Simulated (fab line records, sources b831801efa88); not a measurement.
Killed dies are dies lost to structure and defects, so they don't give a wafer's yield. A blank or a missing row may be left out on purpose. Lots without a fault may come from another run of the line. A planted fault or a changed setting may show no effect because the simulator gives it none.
fab line records | flow sky130
record lots=12 wafers=36 last_day=50
route steps=708 shown LDD_N@244 LDD_P@262 LDD_HVP@286
lots that met no fault: from a run of the same line without faults
start_h: hours from the record's first day to the start of the lot's first wafer shown | wait_h: hours since the lot's step before | " the same as in the row above | L1.1+2: a row that stands for several wafers | - no value, or no start given | * or withheld: withheld | < > ~ a bound
route shown NAME@n: a module of which the file shows steps, and the number in the route of the first | usual: mean/standard deviation of fault-free wafers | same: alike in all rows | chamber/n: place in a boat | sites: the reading at each site | _std_site: their standard deviation | _edge_site: outer sites' mean less inner sites' | radius_mm: how far each site lies from the wafer's centre | mask NAME#n: copy n | behind: the tool/chamber that last shaped the wafer | hold: why the lot was held/for how many hours/how that ended | device: the transistor (n, p or np) that didn't switch | end of line: the same wafers' tests at the end of the route | a step without rows: its recipe alone | killed: dies lost to structure and defects at the first sort, not the wafer's yield | map: a wafer's dies, x killed, . not, _ none there
set.NAME: the setting as run; set.NAME@STEP: as run at that earlier step | model.NAME: the simulator's own value behind a step, which no gauge read
steps of the route over a sample of lots; a table a step, a row a wafer
services: from which hour (start_h, from the record's first day; less than 0 if before it) a tool's chamber was out of use, for how many hours, and why
## steps
# step SKY_LDD_N_OVL_MEAS_07
# usual LDD_N_OVL=0.1/1.2
# columns lot.wafer tool chamber start_h wait_h LDD_N_OVL[nm]
L328.1 overlay-01 - 397.48 0.1 -1.7
L328.3 " - " " 0.3
L328.4 " - " " -0.9
L329.4 overlay-01 - 405.35 0.1 1.5
L329.5 " - " " 1.3
L329.6 " - " " -1.0
L333.1 overlay-02 - 451.41 0.1 0.8
L333.2 " - " " 0.1
L333.6 " - " " -0.8
L334.1 overlay-02 - 458.86 0.1 -0.5
L334.3 " - " " 0.0
L334.4 " - " " 0.0
L335.1 overlay-01 - 467.48 0.1 -0.1
L335.3 " - " " -0.1
L335.4 " - " " -1.8
L342.3 overlay-01 - 530.05 0.1 0.8
L342.4 " - " " -1.1
L342.5 " - " " 2.3
L343.1 overlay-01 - 543.71 0.1 -0.1
L343.2 " - " " -0.3
L343.4 " - " " -0.3
L344.2 overlay-02 - 546.99 0.1 2.4
L344.3 " - " " 2.4
L344.6 " - " " 2.4
L345.1 overlay-02 - 557.58 0.1 0.6
L345.4 " - " " 0.8
L345.5 " - " " -0.1
L346.3 overlay-02 - 562.47 0.1 0.4
L346.4 " - " " -1.5
L346.5 " - " " -1.2
L349.1 overlay-01 - 576.16 0.1 -0.2
L349.3 " - " " 0.6
L349.4 " - " " -0.4
L351.2 overlay-01 - 606.39 0.1 -1.7
L351.4 " - " " -0.7
L351.6 " - " " -1.2
# step SKY_LDD_P_CD_MEAS_07
# recipe target_cd_nm=380
# usual cd_nm=379.9/2.4
# columns lot.wafer tool chamber start_h wait_h cd_nm
L328.1 cd_sem-01 - 429.01 0.1 373.7
L328.3 " - " " 375.0
L328.4 " - " " 374.7
L329.4 cd_sem-01 - 436.75 0.1 376.8
L329.5 " - " " 378.8
L329.6 " - " " 380.7
L333.1 cd_sem-02 - 483.04 0.1 378.4
L333.2 " - " " 379.7
L333.6 " - " " 381.2
L334.1 cd_sem-02 - 491.20 0.1 376.5
L334.3 " - " " 379.6
L334.4 " - " " 377.2
L335.1 cd_sem-02 - 499.11 0.1 379.4
L335.3 " - " " 378.5
L335.4 " - " " 380.0
L342.3 cd_sem-01 - 561.49 0.1 382.3
L342.4 " - " " 382.5
L342.5 " - " " 381.0
L343.1 cd_sem-01 - 574.66 0.1 377.8
L343.2 " - " " 379.3
L343.4 " - " " 381.1
L344.2 cd_sem-02 - 577.43 0.1 378.8
L344.3 " - " " 377.4
L344.6 " - " " 381.2
L345.1 cd_sem-01 - 586.71 0.1 376.0
L345.4 " - " " 381.0
L345.5 " - " " 375.6
L346.3 cd_sem-01 - 593.32 0.1 379.8
L346.4 " - " " 379.4
L346.5 " - " " 380.5
L349.1 cd_sem-02 - 606.68 0.1 379.0
L349.3 " - " " 379.8
L349.4 " - " " 379.6
L351.2 cd_sem-01 - 636.55 0.1 381.6
L351.4 " - " " 382.0
L351.6 " - " " 380.2
# step SKY_LDD_P_STRIP_10
# recipe chemistry=O2/N2 power_w=1400 pressure_mtorr=1500 platen_temp_c=withheld o2_flow_sccm=3000 n2_flow_sccm=300 overash_fraction=0.5
# usual drypump_motor_current_A=5.9/0.51 oes_product_au=0.715/0.0045 strip_time_to_endpoint_s=14.20/0.038
# columns lot.wafer tool chamber start_h wait_h drypump_motor_current_A oes_product_au rf_hours_counter_h strip_time_to_endpoint_s
L328.1 plasma_asher-01 0 429.32 0.1 4.8 0.709 76 14.25
L328.3 " 0 " " 4.8 0.718 - 14.22
L328.4 " 1 " " 6.2 0.715 - 14.24
L329.4 plasma_asher-02 1 437.03 0.1 5.8 0.717 - 14.21
L329.5 " 0 " " 5.6 0.713 - 14.20
L329.6 " 1 " " 5.8 0.721 - 14.17
L333.1 plasma_asher-02 1 483.34 0.1 5.8 0.720 62 14.16
L333.2 " 0 " " 5.7 0.721 62 14.16
L333.6 " 0 " " 5.6 0.709 - 14.17
L334.1 plasma_asher-02 0 491.50 0.1 5.6 0.722 63 14.15
L334.3 " 0 " " 5.6 0.713 - 14.16
L334.4 " 1 " " 5.8 0.710 - 14.15
L335.1 plasma_asher-01 0 499.42 0.1 4.8 0.717 81 14.25
L335.3 " 1 " " 6.2 0.724 - 14.28
L335.4 " 0 " " 4.8 0.721 - 14.24
L342.3 plasma_asher-02 0 561.79 0.1 5.6 0.713 - 14.17
L342.4 " 1 " " 5.8 0.710 - 14.25
L342.5 " 1 " " 5.7 0.716 - 14.18
L343.1 plasma_asher-04 1 574.97 0.1 6.2 0.716 15 14.15
L343.2 " 0 " " 6.5 0.719 15 14.21
L343.4 " 1 " " 6.2 0.714 - 14.15
L344.2 plasma_asher-01 1 577.72 0.1 6.2 0.715 89 14.22
L344.3 " 1 " " 6.2 0.714 - 14.22
L344.6 " 0 " " 4.8 0.707 - 14.22
L345.1 plasma_asher-02 1 587.02 0.1 5.8 0.719 72 14.18
L345.4 " 1 " " 5.8 0.712 - 14.17
L345.5 " 0 " " 5.6 0.711 - 14.19
L346.3 plasma_asher-02 1 593.62 0.1 5.8 0.716 - 14.19
L346.4 " 0 " " 5.6 0.711 - 14.16
L346.5 " 1 " " 5.8 0.718 - 14.16
L349.1 plasma_asher-02 1 606.99 0.1 5.8 0.714 74 14.18
L349.3 " 1 " " 5.8 0.716 - 14.17
L349.4 " 0 " " 5.6 0.714 - 14.16
L351.2 plasma_asher-02 1 636.84 0.1 5.8 0.726 77 14.23
L351.4 " 0 " " 5.7 0.713 - 14.27
L351.6 " 0 " " 5.6 0.714 - 14.24
# step SKY_LDD_HVP_IMPLANT_08
# recipe species=B energy_kev=19.88 dose_cm2=1.7e+13 tilt_deg=17.9
# usual beam_energy_keV=19.881/0.0057 beam_on_s=9.97/0.22 end_station_pressure_torr=5.09e-06/3e-07 faraday_current_uA=96.2/2.1
# same implant_ion_amu=11
# columns lot.wafer tool chamber start_h wait_h beam_energy_keV beam_on_s end_station_pressure_torr faraday_current_uA
L328.1 implanter-04 0 492.22 0.0 19.877 10.03 5.18e-06 95.4
L328.3 " 0 " " 19.886 10.39 5.01e-06 92.3
L328.4 " 0 " " 19.889 9.89 4.88e-06 96.8
L329.4 implanter-02 0 497.35 0.1 19.887 10.20 5.62e-06 93.9
L329.5 " 0 " " 19.883 9.74 5.24e-06 98.2
L329.6 " 0 " " 19.886 10.12 5.2e-06 94.9
L333.1 implanter-03 0 544.32 0.0 19.888 9.98 5.73e-06 96.5
L333.2 " 0 " " 19.883 9.72 4.8e-06 98.7
L333.6 " 0 " " 19.887 9.58 4.47e-06 100.6
L334.1 implanter-04 0 551.63 0.0 19.882 9.76 4.7e-06 97.7
L334.3 " 0 " " 19.875 9.56 5.4e-06 100.2
L334.4 " 0 " " 19.878 9.81 4.91e-06 97.9
L335.1 implanter-04 0 560.07 0.0 19.885 9.83 5.13e-06 97.1
L335.3 " 0 " " 19.879 9.87 4.97e-06 96.6
L335.4 " 0 " " 19.892 10.13 5.17e-06 94.9
L342.3 implanter-04 0 620.02 0.1 19.882 10.12 4.94e-06 95.1
L342.4 " 0 " " 19.884 10.24 5.37e-06 93.6
L342.5 " 0 " " 19.886 10.02 4.99e-06 96.0
L343.1 implanter-02 0 631.87 0.0 19.880 11.99 0.00010317 80.3
L343.2 " 0 " " 19.887 12.28 0.00010007 78.6
L343.4 " 0 " " 19.887 12.72 0.00010989 76.3
L344.2 implanter-02 0 636.19 0.0 19.889 12.63 0.00011674 76.5
L344.3 " 0 " " 19.876 12.02 0.00010515 80.5
L344.6 " 0 " " 19.878 11.51 0.0001142 83.6
L345.1 implanter-03 0 643.93 0.0 19.872 9.77 4.97e-06 98.1
L345.4 " 0 " " 19.875 9.89 5.28e-06 97.0
L345.5 " 0 " " 19.885 9.88 4.97e-06 96.7
L346.3 implanter-03 0 651.62 0.1 19.874 9.59 4.97e-06 99.6
L346.4 " 0 " " 19.882 10.16 4.95e-06 94.6
L346.5 " 0 " " 19.885 9.86 4.99e-06 97.2
L349.1 implanter-03 0 665.07 0.0 19.879 10.09 4.97e-06 95.0
L349.3 " 0 " " 19.880 10.10 4.47e-06 95.3
L349.4 " 0 " " 19.885 10.29 4.95e-06 93.1
L351.2 implanter-02 0 694.16 0.0 19.882 10.05 5.47e-06 95.1
L351.4 " 0 " " 19.884 9.78 5.09e-06 97.7
L351.6 " 0 " " 19.882 9.57 5.12e-06 100.1
# step SKY_LDD_HVP_TW_MEAS_10
# usual LDD_HVP_TW=454.4/2.9
# columns lot.wafer tool chamber start_h wait_h LDD_HVP_TW
L328.1 film_metro-04 - 492.47 0.1 453.2
L328.3 " - " " 454.2
L328.4 " - " " 455.0
L329.4 film_metro-04 - 497.55 0.1 454.4
L329.5 " - " " 456.3
L329.6 " - " " 456.6
L333.1 film_metro-01 - 544.57 0.1 455.3
L333.2 " - " " 457.0
L333.6 " - " " 454.4
L334.1 film_metro-03 - 551.88 0.1 453.6
L334.3 " - " " 453.4
L334.4 " - " " 448.3
L335.1 film_metro-04 - 560.32 0.1 455.8
L335.3 " - " " 456.0
L335.4 " - " " 454.7
L342.3 film_metro-04 - 620.24 0.1 454.9
L342.4 " - " " 452.8
L342.5 " - " " 456.1
L343.1 film_metro-01 - 632.12 0.1 492.0
L343.2 " - " " 490.7
L343.4 " - " " 490.7
L344.2 film_metro-01 - 636.43 0.1 491.0
L344.3 " - " " 490.5
L344.6 " - " " 489.5
L345.1 film_metro-03 - 644.18 0.1 451.9
L345.4 " - " " 455.2
L345.5 " - " " 451.1
L346.3 film_metro-01 - 651.84 0.1 458.4
L346.4 " - " " 457.0
L346.5 " - " " 453.5
L349.1 film_metro-01 - 665.32 0.1 459.5
L349.3 " - " " 455.4
L349.4 " - " " 459.4
L351.2 film_metro-04 - 694.39 0.1 455.1
L351.4 " - " " 455.9
L351.6 " - " " 455.6
## services
# columns tool chamber start_h hours kind
plasma_asher-02 - 412.65 2.8 pm
plasma_asher-04 - 421.32 9.0 pm
plasma_asher-04 0 421.32 9.0 vent_cycle
plasma_asher-04 1 421.32 9.0 vent_cycle
plasma_asher-04 0 430.32 - clean
plasma_asher-04 1 430.32 - clean
plasma_asher-01 - 434.31 0.7 repair
plasma_asher-01 - 468.53 15.6 pm
implanter-04 - 508.45 1.9 repair
plasma_asher-02 - 509.61 1.2 repair
implanter-02 - 532.71 2.3 repair
plasma_asher-01 - 537.11 3.8 repair
implanter-04 - 537.33 2.5 pm
implanter-02 - 568.22 2.8 pm
implanter-04 - 593.93 3.0 pm
plasma_asher-01 - 631.24 1.1 repair
implanter-04 - 634.06 6.8 repair
implanter-04 - 651.56 127.5 pm
## key
first_sign step=SKY_LDD_HVP_IMPLANT_08 reading=end_station_pressure_torr direction=up sigmas=99+ usual=5.09e-06 struck=0.0001082
effect step=SKY_LDD_HVP_IMPLANT_08 reading=beam_on_s direction=up sigmas=10 usual=9.97 struck=12.19
effect step=SKY_LDD_HVP_TW_MEAS_10 reading=LDD_HVP_TW direction=up sigmas=13 usual=454.4 struck=490.7
met_at SKY_LDD_HVP_IMPLANT_08
struck_lots L343,L344
tester_left_out L343,L344
not_acting_at SKY_LDD_N_OVL_MEAS_07,SKY_LDD_P_CD_MEAS_07,SKY_LDD_P_STRIP_10
onset_between 497.35 631.87
fault kind=process_parameter_drift tool=implanter-02 chamber=- onset_h=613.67 steps=SKY_LDD_HVP_IMPLANT_08 channel=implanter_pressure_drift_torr offset=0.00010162 shape=step end_h=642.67
fault kind=process_parameter_drift tool=implanter-02 chamber=- onset_h=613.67 steps=SKY_LDD_HVP_IMPLANT_08 channel=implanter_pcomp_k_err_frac offset=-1 shape=step end_h=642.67
# tester_left_out: of these lots the tester's yield and bins aren't shown, on N5 and GAA mostly nor the transistor test; their killed dies are dies lost to structure and defects alone, not to doping, threshold or leakage, so they don't give the yield
